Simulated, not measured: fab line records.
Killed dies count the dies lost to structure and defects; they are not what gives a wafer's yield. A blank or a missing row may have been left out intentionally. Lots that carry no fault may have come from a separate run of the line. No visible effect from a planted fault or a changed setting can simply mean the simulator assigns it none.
The tool behind it: which one? + flow sky130 + 6 lots, 18 wafers sampled, at 2 steps of a route of 708

WHAT THE GAUGES SHOWED, per wafer
SKY_LDD_LDN_OVL_MEAS_07.
| lot  | measured     | on         | LDD_LDN_OVL (nm) |
|------|--------------|------------|------------------|
| L348 | day 23 15:46 | overlay-01 | 1.1 1.4 -0.5     |
| L350 | day 24 20:10 | overlay-01 | 1.5 0.3 2.1      |
| L352 | day 24 20:28 | overlay-01 | -1.2 -1.4 -2.1   |
| L355 | day 26 09:14 | overlay-01 | 0.4 0.8 -0.9     |
| L362 | day 29 11:19 | overlay-02 | 42.2 39.4 42.7   |
| L368 | day 30 13:25 | overlay-01 | 1.3 1.6 0.6      |

EACH LOT AND THE TOOL THAT RAN IT (in order: tool; ch and the chambers of the sampled wafers; start)
| lot  | SKY_LDD_LDN_EXPOSE_04               |
|------|-------------------------------------|
| L348 | iline_stepper-01 ch 0, day 22 23:26 |
| L350 | iline_stepper-02 ch 0, day 24 05:16 |
| L352 | iline_stepper-01 ch 0, day 24 05:31 |
| L355 | iline_stepper-02 ch 0, day 25 18:07 |
| L362 | iline_stepper-01 ch 0, day 28 22:39 |
| L368 | iline_stepper-02 ch 0, day 30 00:29 |
- SKY_LDD_LDN_EXPOSE_04: exposes mask LDNTM, target cd 700 nm.

THE ANSWER, worked out from the rows above alone
Rule: the usual values come from the lots themselves. Put in order of their means at a reading, lots are off if they are a third of the lots or fewer, leave a main group of 4 or more, and stand apart from it by a gap of 3 or more times the standard deviation of the main group's means; of several such gaps the widest counts. A main group whose means are all the same, to the digits that the tables above print for the reading, isn't used. A lot without any number at a reading at which 4 lots or more have one is off too. Where the step has rows for the other lots, those lots are counted as sound.
Off: L362, seen at SKY_LDD_LDN_OVL_MEAS_07 (LDD_LDN_OVL). Mean 0.3 nm and standard deviation 1 in the main group.
A tool fits if, at a process step before that reading, it ran every lot that is off, and no sound lot after the first of them. Gauges at SKY_LDD_LDN_OVL_MEAS_07: tried the same way as those tools. Can't be told from this: 2 tools fit, iline_stepper-01 at SKY_LDD_LDN_EXPOSE_04, overlay-02 at SKY_LDD_LDN_OVL_MEAS_07.

WHAT WAS PUT IN BY THE SIMULATOR
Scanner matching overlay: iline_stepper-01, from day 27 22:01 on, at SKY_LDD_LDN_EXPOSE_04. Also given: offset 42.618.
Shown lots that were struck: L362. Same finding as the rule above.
